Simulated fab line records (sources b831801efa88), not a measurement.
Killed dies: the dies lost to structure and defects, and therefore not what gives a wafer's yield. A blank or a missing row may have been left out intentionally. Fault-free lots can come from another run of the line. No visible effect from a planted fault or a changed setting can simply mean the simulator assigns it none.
Tool commonality check -- flow sky130 -- 33 wafers sampled across 11 lots

## WHAT PROMPTED THE OPENING
2 of 11 lots carry a flag on the reading CONTACT_CVD_00_THK at SKY_CONTACT_THK_MEAS_01. No-fault wafers: 75.1 nm, standard deviation 0.84.
Rule: a lot gets a flag if all its wafers with a number sit over 4 standard deviations from that mean, or if no wafer of it has a number. As for the other lots, they are considered sound.

lot,measured,on,"CONTACT_CVD_00_THK (nm), wafer by wafer",flag
L154,day 30 03:28,film_metro-03,74.3 75.1 75.8,
L155,day 30 17:23,film_metro-02,75.7 74.4 76.4,
L157,day 31 09:32,film_metro-03,74.8 75.2 75.2,
L159,day 32 08:13,film_metro-02,74.8 76.0 75.5,
L162,day 33 06:58,film_metro-03,102.5 102.1 103.4,FLAGGED
L163,day 33 16:25,film_metro-01,102.6 105.8 105.1,FLAGGED
L170,day 35 11:56,film_metro-01,74.9 75.2 75.3,
L171,day 35 19:20,film_metro-01,74.9 76.7 75.7,
L174,day 36 21:14,film_metro-02,74.3 74.4 76.1,
L175,day 36 23:28,film_metro-02,76.1 75.7 74.9,
L177,day 37 14:53,film_metro-01,74.6 75.3 76.2,
On average the flagged lots' numbers are 103.6 nm, which is +28.5 nm against the usual, or +34 standard deviations.

## WHICH TOOL EACH LOT WENT THROUGH
3 process steps preceding the reading are held in the record, out of 708 steps in the route. Each cell gives the tool, then ch followed by the chambers the sampled wafers passed through, then the start.
lot,flag,SKY_LI_CONTACT_ETCH_14,SKY_LOCAL_INTERCONNECT_ETCH_13,SKY_CONTACT_CVD_00
L154,,"rie_diel-03 ch 0,1,3, day 28 20:49","rie_metal-04 ch 0,1, day 30 02:44","pecvd-03 ch 1,2, day 30 03:26"
L155,,"rie_diel-03 ch 0,1,2, day 29 11:19","rie_metal-03 ch 0,1, day 30 16:38","pecvd-03 ch 0,1,2, day 30 17:20"
L157,,"rie_diel-03 ch 1,3, day 30 03:35","rie_metal-03 ch 0,1, day 31 08:47","pecvd-01 ch 1,2, day 31 09:30"
L159,,"rie_diel-04 ch 0,2,3, day 31 01:26","rie_metal-02 ch 0,1, day 32 07:27","pecvd-04 ch 0,1, day 32 08:10"
L162,FLAGGED,"rie_diel-02 ch 1,2,3, day 32 01:26","rie_metal-02 ch 0,1, day 33 06:14","pecvd-01 ch 0,1,2, day 33 06:56"
L163,FLAGGED,"rie_diel-03 ch 0,1, day 32 11:32","rie_metal-02 ch 1, day 33 15:41","pecvd-01 ch 0,1, day 33 16:23"
L170,,"rie_diel-04 ch 1,2,3, day 34 07:44","rie_metal-04 ch 0,1, day 35 11:11","pecvd-04 ch 2, day 35 11:53"
L171,,"rie_diel-02 ch 0,3, day 34 15:05","rie_metal-04 ch 0,1, day 35 18:35","pecvd-03 ch 1,2, day 35 19:17"
L174,,"rie_diel-04 ch 0,3, day 35 16:41","rie_metal-03 ch 0,1, day 36 20:29","pecvd-01 ch 0,1,2, day 36 21:12"
L175,,"rie_diel-02 ch 0,3, day 35 18:26","rie_metal-02 ch 0,1, day 36 22:42","pecvd-03 ch 0,1,2, day 36 23:25"
L177,,"rie_diel-02 ch 0,1,3, day 36 10:35","rie_metal-04 ch 0,1, day 37 14:08","pecvd-01 ch 1,2, day 37 14:50"
What these steps do:
- SKY_LI_CONTACT_ETCH_14: etches BARC in N2/H2, stops on SiO2, time 45.9 s, target depth 60 nm.
- SKY_LOCAL_INTERCONNECT_ETCH_13: etches BARC in N2/H2, stops on SiO2, time 45.9 s, target depth 60 nm.
- SKY_CONTACT_CVD_00: deposits Si3N4, target thk 75 nm.
- SKY_CONTACT_THK_MEAS_01

## FLAGGED AGAINST TOTAL, ONE TOOL AT A TIME (gauges that did the reading follow at the end)
step,tool,lots run,flagged,share of the flagged lots,sound lots run after its first flagged lot
SKY_LI_CONTACT_ETCH_14,rie_diel-02,4,1,some,"3 (L171,L175,L177)"
SKY_LI_CONTACT_ETCH_14,rie_diel-03,4,1,some,0
SKY_LI_CONTACT_ETCH_14,rie_diel-04,3,0,none,-
SKY_LOCAL_INTERCONNECT_ETCH_13,rie_metal-02,4,2,all,1 (L175)
SKY_LOCAL_INTERCONNECT_ETCH_13,rie_metal-03,3,0,none,-
SKY_LOCAL_INTERCONNECT_ETCH_13,rie_metal-04,4,0,none,-
SKY_CONTACT_CVD_00,pecvd-01,5,2,all,"2 (L174,L177)"
SKY_CONTACT_CVD_00,pecvd-03,4,0,none,-
SKY_CONTACT_CVD_00,pecvd-04,2,0,none,-
SKY_CONTACT_THK_MEAS_01,film_metro-01,4,1,some,"3 (L170,L171,L177)"
SKY_CONTACT_THK_MEAS_01,film_metro-02,4,0,none,-
SKY_CONTACT_THK_MEAS_01,film_metro-03,3,1,some,0

## WHAT THE TABLE PERMITS
Table rows that saw every flagged lot: 2, namely rie_metal-02 at SKY_LOCAL_INTERCONNECT_ETCH_13 and pecvd-01 at SKY_CONTACT_CVD_00.
- rie_metal-02 at SKY_LOCAL_INTERCONNECT_ETCH_13 ran 4 lots, 2 of them flagged. After the first flagged lot (L175), sound lots still ran on it; a lasting fault on the whole tool would not permit that.
- pecvd-01 at SKY_CONTACT_CVD_00 ran 5 lots, 2 of them flagged. After the first flagged lot (L174, L177), sound lots still ran on it; a lasting fault on the whole tool would not permit that.
Not one row of the table ran every flagged lot while running no sound lot after the first.

## WHAT HAD BEEN PUT IN BY THE SIMULATOR
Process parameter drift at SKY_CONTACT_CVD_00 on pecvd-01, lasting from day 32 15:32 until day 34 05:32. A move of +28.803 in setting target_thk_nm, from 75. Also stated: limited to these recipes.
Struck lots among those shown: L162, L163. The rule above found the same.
